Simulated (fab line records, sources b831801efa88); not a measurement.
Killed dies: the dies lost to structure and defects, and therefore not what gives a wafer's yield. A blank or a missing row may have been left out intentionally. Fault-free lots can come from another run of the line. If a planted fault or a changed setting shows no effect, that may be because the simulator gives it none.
fab line records | flow sky130
record: lots: 13 | wafers: 39 | last-day: 50
route steps=708 shown LDD_LDN@297 METAL3@535 CAPM@541
lots that met no fault: taken from a fault-free run of the same line
start-h: hours from the record's opening day to when the first of the lot's shown wafers began | wait-h: hours elapsed since this lot's preceding step | " identical to the entry in the row above | L1.1+2: a row that stands for several wafers | - no value, or no start was given | * or withheld: withheld | < > ~ a bound
route shown NAME@n: names a module that has steps shown in the file, with the first one's number in the route | usual: mean/standard deviation taken from wafers without a fault | same: alike in all rows | chamber/n: place in a boat | sites: the reading at each site | _std_site: how widely they spread, as a standard deviation | _edge_site: outer sites' mean less inner sites' | radius-mm: for every site, how far away it sits from the centre of the wafer | mask NAME#n: copy n | behind: the most recent tool/chamber to have shaped the wafer | hold: cause of the lot's hold/its duration in hours/its outcome | device: names the non-switching transistor (n, p or np) | end of line: the tests these same wafers got at the end of their route | for a step that has no rows: nothing shown but its recipe | killed: at the first sort, the dies lost to defects and structure; wafer yield is something else | map: per-die view of a wafer (x killed, . not killed, _ where there is no die)
set.NAME: the setting as run; set.NAME@STEP: as run at that earlier step | model.NAME: the simulator's own value behind a step, which no gauge read
one table for each step of the route and one row for each wafer, over a sample of lots
services: from which hour (start-h, from the record's first day; less than 0 if before it) a tool's chamber was out of use, for how many hours, and why
== steps ==
step: SKY_LDD_LDN_IMPLANT_08
recipe: species: As | energy-kev: 15 | dose-cm2: 1.25e+13 | tilt-deg: withheld | rotation-deg: 23
usual: beam-energy-keV: 14.999/0.0054
lot.wafer | tool         | chamber | start-h | wait-h | beam-energy-keV
L441.1    | implanter-02 | 0       | 536.34  | 0.0    | 15.006
L441.4    | "            | 0       | "       | "      | 15.009
L441.6    | "            | 0       | "       | "      | 14.999
L442.1    | implanter-02 | 0       | 550.41  | 0.0    | 15.000
L442.2    | "            | 0       | "       | "      | 15.003
L442.5    | "            | 0       | "       | "      | 15.009
L445.1    | implanter-02 | 0       | 572.59  | 0.0    | 20.405
L445.2    | "            | 0       | "       | "      | 20.414
L445.4    | "            | 0       | "       | "      | 20.410
L446.2    | implanter-02 | 0       | 587.44  | 0.0    | 20.385
L446.3    | "            | 0       | "       | "      | 20.394
L446.4    | "            | 0       | "       | "      | 20.394
L447.1    | implanter-03 | 0       | 598.03  | 0.0    | 15.000
L447.3    | "            | 0       | "       | "      | 14.997
L447.5    | "            | 0       | "       | "      | 14.993
L452.2    | implanter-03 | 0       | 629.85  | 0.0    | 15.003
L452.4    | "            | 0       | "       | "      | 15.010
L452.5    | "            | 0       | "       | "      | 15.000
L454.1    | implanter-02 | 0       | 650.11  | 0.0    | 15.001
L454.3    | "            | 0       | "       | "      | 15.006
L454.6    | "            | 0       | "       | "      | 15.008
L455.3    | implanter-02 | 0       | 663.44  | 0.1    | 15.002
L455.4    | "            | 0       | "       | "      | 15.006
L455.5    | "            | 0       | "       | "      | 15.006
L456.3    | implanter-02 | 0       | 668.79  | 0.1    | 15.012
L456.4    | "            | 0       | "       | "      | 14.998
L456.6    | "            | 0       | "       | "      | 14.996
L459.3    | implanter-04 | 0       | 686.48  | 0.1    | 15.002
L459.4    | "            | 0       | "       | "      | 15.000
L459.6    | "            | 0       | "       | "      | 14.997
L460.1    | implanter-02 | 0       | 693.51  | 0.0    | 14.997
L460.3    | "            | 0       | "       | "      | 14.996
L460.5    | "            | 0       | "       | "      | 14.992
L462.1    | implanter-04 | 0       | 722.39  | 0.0    | 14.994
L462.5    | "            | 0       | "       | "      | 14.999
L462.6    | "            | 0       | "       | "      | 14.998
L463.3    | implanter-03 | 0       | 731.52  | 0.1    | 14.998
L463.4    | "            | 0       | "       | "      | 15.000
L463.5    | "            | 0       | "       | "      | 14.997
step: SKY_METAL3_SPUTTER_03
recipe: material: Ti | target-thk-nm: 5 | power-w: 3000 | time-s: 3.3 | chamber-pressure-pa: 0.4
usual: throttle-valve-pct: 30.0/1.4
lot.wafer | tool           | chamber | start-h | wait-h | throttle-valve-pct
L441.1    | pvd-sputter-02 | -       | 859.90  | 0.0    | 30.4
L441.4    | "              | -       | "       | "      | 30.2
L441.6    | "              | -       | "       | "      | 30.7
L442.1    | pvd-sputter-03 | -       | 870.11  | 0.0    | 28.3
L442.2    | "              | -       | "       | "      | 31.7
L442.5    | "              | -       | "       | "      | 31.0
L445.1    | pvd-sputter-03 | -       | 892.64  | 0.0    | 30.8
L445.2    | "              | -       | "       | "      | 28.1
L445.4    | "              | -       | "       | "      | 31.6
L446.2    | pvd-sputter-03 | -       | 904.05  | 0.0    | 31.2
L446.3    | "              | -       | "       | "      | 31.1
L446.4    | "              | -       | "       | "      | 28.1
L447.1    | pvd-sputter-01 | -       | 914.40  | 0.0    | 29.1
L447.3    | "              | -       | "       | "      | 29.3
L447.5    | "              | -       | "       | "      | 29.3
L452.2    | pvd-sputter-01 | -       | 941.99  | 0.0    | 29.3
L452.4    | "              | -       | "       | "      | 29.5
L452.5    | "              | -       | "       | "      | 29.9
L454.1    | pvd-sputter-03 | -       | 954.73  | 0.0    | 31.2
L454.3    | "              | -       | "       | "      | 30.8
L454.6    | "              | -       | "       | "      | 31.8
L455.3    | pvd-sputter-03 | -       | 969.75  | 0.0    | 31.3
L455.4    | "              | -       | "       | "      | 31.1
L455.5    | "              | -       | "       | "      | 31.3
L456.3    | pvd-sputter-01 | -       | 977.84  | 0.0    | 29.3
L456.4    | "              | -       | "       | "      | 29.9
L456.6    | "              | -       | "       | "      | 29.3
L459.3    | pvd-sputter-02 | -       | 990.70  | 0.0    | 30.3
L459.4    | "              | -       | "       | "      | 30.5
L459.6    | "              | -       | "       | "      | 30.6
L460.1    | pvd-sputter-01 | -       | 994.85  | 0.0    | 29.5
L460.3    | "              | -       | "       | "      | 26.4
L460.5    | "              | -       | "       | "      | 30.1
L462.1    | pvd-sputter-02 | -       | 1019.16 | 0.0    | 30.3
L462.5    | "              | -       | "       | "      | 30.7
L462.6    | "              | -       | "       | "      | 31.3
L463.3    | pvd-sputter-01 | -       | 1025.38 | 0.0    | 26.6
L463.4    | "              | -       | "       | "      | 30.1
L463.5    | "              | -       | "       | "      | 29.3
step: SKY_CAPM_THK_MEAS_04
recipe: thk-meas-gauge: xrf | reads: TiN_of_CAPM_SPUTTER_02
usual: CAPM_TIN_THK: 200/3.2
lot.wafer | tool          | chamber | start-h | wait-h | CAPM_TIN_THK[nm]
L441.1    | film-metro-03 | -       | 860.28  | 0.1    | 198
L441.4    | "             | -       | "       | "      | 199
L441.6    | "             | -       | "       | "      | 197
L442.1    | film-metro-03 | -       | 870.49  | 0.1    | 201
L442.2    | "             | -       | "       | "      | 201
L442.5    | "             | -       | "       | "      | 200
L445.1    | film-metro-04 | -       | 893.02  | 0.1    | 204
L445.2    | "             | -       | "       | "      | 205
L445.4    | "             | -       | "       | "      | 198
L446.2    | film-metro-04 | -       | 904.44  | 0.1    | 203
L446.3    | "             | -       | "       | "      | 203
L446.4    | "             | -       | "       | "      | 198
L447.1    | film-metro-04 | -       | 914.77  | 0.1    | 200
L447.3    | "             | -       | "       | "      | 200
L447.5    | "             | -       | "       | "      | 202
L452.2    | film-metro-01 | -       | 942.38  | 0.1    | 196
L452.4    | "             | -       | "       | "      | 198
L452.5    | "             | -       | "       | "      | 199
L454.1    | film-metro-01 | -       | 955.12  | 0.1    | 200
L454.3    | "             | -       | "       | "      | 199
L454.6    | "             | -       | "       | "      | 198
L455.3    | film-metro-03 | -       | 970.15  | 0.1    | 198
L455.4    | "             | -       | "       | "      | 200
L455.5    | "             | -       | "       | "      | 199
L456.3    | film-metro-01 | -       | 978.24  | 0.1    | 197
L456.4    | "             | -       | "       | "      | 199
L456.6    | "             | -       | "       | "      | 201
L459.3    | film-metro-01 | -       | 991.10  | 0.1    | 196
L459.4    | "             | -       | "       | "      | 200
L459.6    | "             | -       | "       | "      | 201
L460.1    | film-metro-03 | -       | 995.23  | 0.1    | 202
L460.3    | "             | -       | "       | "      | 201
L460.5    | "             | -       | "       | "      | 202
L462.1    | film-metro-03 | -       | 1019.55 | 0.1    | 198
L462.5    | "             | -       | "       | "      | 195
L462.6    | "             | -       | "       | "      | 196
L463.3    | film-metro-04 | -       | 1025.78 | 0.1    | 201
L463.4    | "             | -       | "       | "      | 202
L463.5    | "             | -       | "       | "      | 197
step: SKY_METAL3_STRIP_19
recipe: chemistry: O2/N2 | power-w: 1400 | pressure-mtorr: 1500 | platen-temp-c: withheld | o2-flow-sccm: 3000 | n2-flow-sccm: 300 | overash-fraction: 0.5
usual: chamber-pressure-mTorr: 1500.0/1.2 | drypump-motor-current-A: 5.96/0.28 | oes-product-au: 0.504/0.0061 | strip-time-to-endpoint-s: 6.59/0.094
lot.wafer | tool            | chamber | start-h | wait-h | chamber-pressure-mTorr | drypump-motor-current-A | oes-product-au | rf-hours-counter-h | strip-time-to-endpoint-s
L441.1    | plasma-asher-01 | 1       | 911.68  | 0.1    | 1500.0                 | 5.45                    | 0.502          | 16                 | 6.57
L441.4    | "               | 0       | "       | "      | 1499.6                 | 5.78                    | 0.507          | -                  | 6.61
L441.6    | "               | 0       | "       | "      | 1499.0                 | 5.80                    | 0.506          | -                  | 6.59
L442.1    | plasma-asher-01 | 0       | 923.33  | 0.1    | 1499.3                 | 5.79                    | 0.495          | 17                 | 6.49
L442.2    | "               | 1       | "       | "      | 1501.1                 | 5.45                    | 0.504          | 17                 | 6.66
L442.5    | "               | 0       | "       | "      | 1498.8                 | 5.80                    | 0.511          | -                  | 6.64
L445.1    | plasma-asher-02 | 1       | 944.22  | 0.1    | 1502.6                 | 6.33                    | 0.503          | 116                | 6.58
L445.2    | "               | 0       | "       | "      | 1499.2                 | 6.06                    | 0.492          | 116                | 6.43
L445.4    | "               | 0       | "       | "      | 1499.7                 | 6.09                    | 0.506          | -                  | 6.64
L446.2    | plasma-asher-02 | 0       | 954.62  | 0.1    | 1501.1                 | 6.04                    | 0.517          | 117                | 6.75
L446.3    | "               | 0       | "       | "      | 1500.7                 | 6.04                    | 0.511          | -                  | 6.68
L446.4    | "               | 1       | "       | "      | 1500.2                 | 6.33                    | 0.501          | -                  | 6.60
L447.1    | plasma-asher-03 | 0       | 964.79  | 0.1    | 1499.3                 | 5.71                    | 0.505          | 83                 | 6.61
L447.3    | "               | 1       | "       | "      | 1501.5                 | 6.17                    | 0.511          | -                  | 6.64
L447.5    | "               | 1       | "       | "      | 1501.1                 | 6.18                    | 0.503          | -                  | 6.64
L452.2    | plasma-asher-01 | 1       | 991.84  | 0.1    | 1500.9                 | 5.48                    | 0.507          | 22                 | 6.65
L452.4    | "               | 0       | "       | "      | 1503.0                 | 5.83                    | 0.499          | -                  | 6.46
L452.5    | "               | 0       | "       | "      | 1499.5                 | 5.80                    | 0.493          | -                  | 6.51
L454.1    | plasma-asher-01 | 1       | 1003.47 | 0.1    | 1500.1                 | 5.52                    | 0.509          | 23                 | 6.74
L454.3    | "               | 0       | "       | "      | 1499.9                 | 5.81                    | 0.512          | -                  | 6.77
L454.6    | "               | 0       | "       | "      | 1498.0                 | 5.82                    | 0.516          | -                  | 6.77
L455.3    | plasma-asher-03 | 0       | 1017.10 | 0.1    | 1501.6                 | 5.71                    | 0.501          | -                  | 6.53
L455.4    | "               | 1       | "       | "      | 1503.8                 | 6.19                    | 0.514          | -                  | 6.74
L455.5    | "               | 0       | "       | "      | 1500.4                 | 5.72                    | 0.506          | -                  | 6.49
L456.3    | plasma-asher-03 | 0       | 1025.55 | 0.1    | 1498.1                 | 5.70                    | 0.506          | -                  | 6.65
L456.4    | "               | 1       | "       | "      | 1500.6                 | 6.18                    | 0.505          | -                  | 6.45
L456.6    | "               | 1       | "       | "      | 1500.2                 | 6.21                    | 0.491          | -                  | 6.48
L459.3    | plasma-asher-02 | 0       | 1038.32 | 0.1    | 1498.5                 | 6.06                    | 0.493          | -                  | 6.52
L459.4    | "               | 1       | "       | "      | 1501.4                 | 6.34                    | 0.504          | -                  | 6.44
L459.6    | "               | 0       | "       | "      | 1499.2                 | 6.07                    | 0.501          | -                  | 6.51
L460.1    | plasma-asher-03 | 1       | 1042.67 | 0.1    | 1499.6                 | 6.20                    | 0.508          | 90                 | 6.70
L460.3    | "               | 1       | "       | "      | 1498.4                 | 6.17                    | 0.510          | -                  | 6.71
L460.5    | "               | 1       | "       | "      | 1499.5                 | 6.17                    | 0.508          | -                  | 6.58
L462.1    | plasma-asher-02 | 1       | 1064.44 | 0.1    | 1500.4                 | 6.34                    | 0.511          | 0                  | 6.67
L462.5    | "               | 1       | "       | "      | 1498.6                 | 6.28                    | 0.503          | -                  | 6.58
L462.6    | "               | 0       | "       | "      | 1499.7                 | 6.05                    | 0.499          | -                  | 6.67
L463.3    | plasma-asher-03 | 0       | 1070.37 | 0.1    | 1499.9                 | 5.71                    | 0.497          | -                  | 6.46
L463.4    | "               | 1       | "       | "      | 1499.5                 | 6.19                    | 0.507          | -                  | 6.65
L463.5    | "               | 0       | "       | "      | 1498.9                 | 5.72                    | 0.503          | -                  | 6.51
== services ==
tool            | chamber | start-h | hours | kind
plasma-asher-03 | -       | 522.08  | 15.6  | pm
plasma-asher-01 | -       | 527.63  | 2.8   | pm
pvd-sputter-03  | -       | 543.03  | 24.2  | repair
plasma-asher-02 | -       | 581.26  | 2.8   | pm
plasma-asher-02 | -       | 619.50  | 15.6  | pm
plasma-asher-03 | -       | 643.88  | 1.2   | repair
pvd-sputter-01  | -       | 651.27  | 3.5   | repair
plasma-asher-01 | -       | 661.18  | 11.0  | repair
implanter-02    | -       | 671.65  | 0.5   | repair
plasma-asher-03 | -       | 674.02  | 4.0   | pm
pvd-sputter-03  | -       | 685.14  | 5.6   | repair
plasma-asher-01 | -       | 733.75  | 9.0   | pm
plasma-asher-01 | -       | 774.43  | 13.9  | repair
implanter-02    | -       | 796.87  | 4.9   | pm
pvd-sputter-01  | -       | 866.96  | 4.5   | repair
implanter-02    | -       | 890.90  | 1.0   | repair
pvd-sputter-01  | -       | 928.76  | 1.2   | repair
implanter-02    | -       | 949.49  | 1.6   | repair
plasma-asher-01 | -       | 952.92  | 3.6   | repair
plasma-asher-01 | -       | 955.31  | 19.0  | repair
plasma-asher-03 | -       | 960.26  | 0.6   | repair
plasma-asher-01 | -       | 961.11  | 3.3   | repair
plasma-asher-03 | -       | 988.68  | 2.8   | pm
implanter-02    | -       | 1006.73 | 4.8   | repair
== key ==
first-sign: step: SKY_LDD_LDN_IMPLANT_08 | reading: beam-energy-keV | direction: up | sigmas: 99+ | usual: * | struck: *
effect none on later readings
met-at SKY_LDD_LDN_IMPLANT_08
struck-lots L445,L446
tester-left-out L445,L446
not-acting-at SKY_METAL3_SPUTTER_03,SKY_CAPM_THK_MEAS_04,SKY_METAL3_STRIP_19
onset-between 550.41 572.59
fault: kind: process-parameter-drift | tool: implanter-02 | chamber: - | onset-h: 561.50 | steps: SKY_LDD_LDN_IMPLANT_08 | channel: energy-kev | offset: * | shape: step | end-h: 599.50 | acts-in: * | stated: *
tester-left-out: of these lots the tester's yield and bins aren't shown, on N5 and GAA mostly nor the transistor test; their killed dies are dies lost to structure and defects alone, not to doping, threshold or leakage, so they don't give the yield
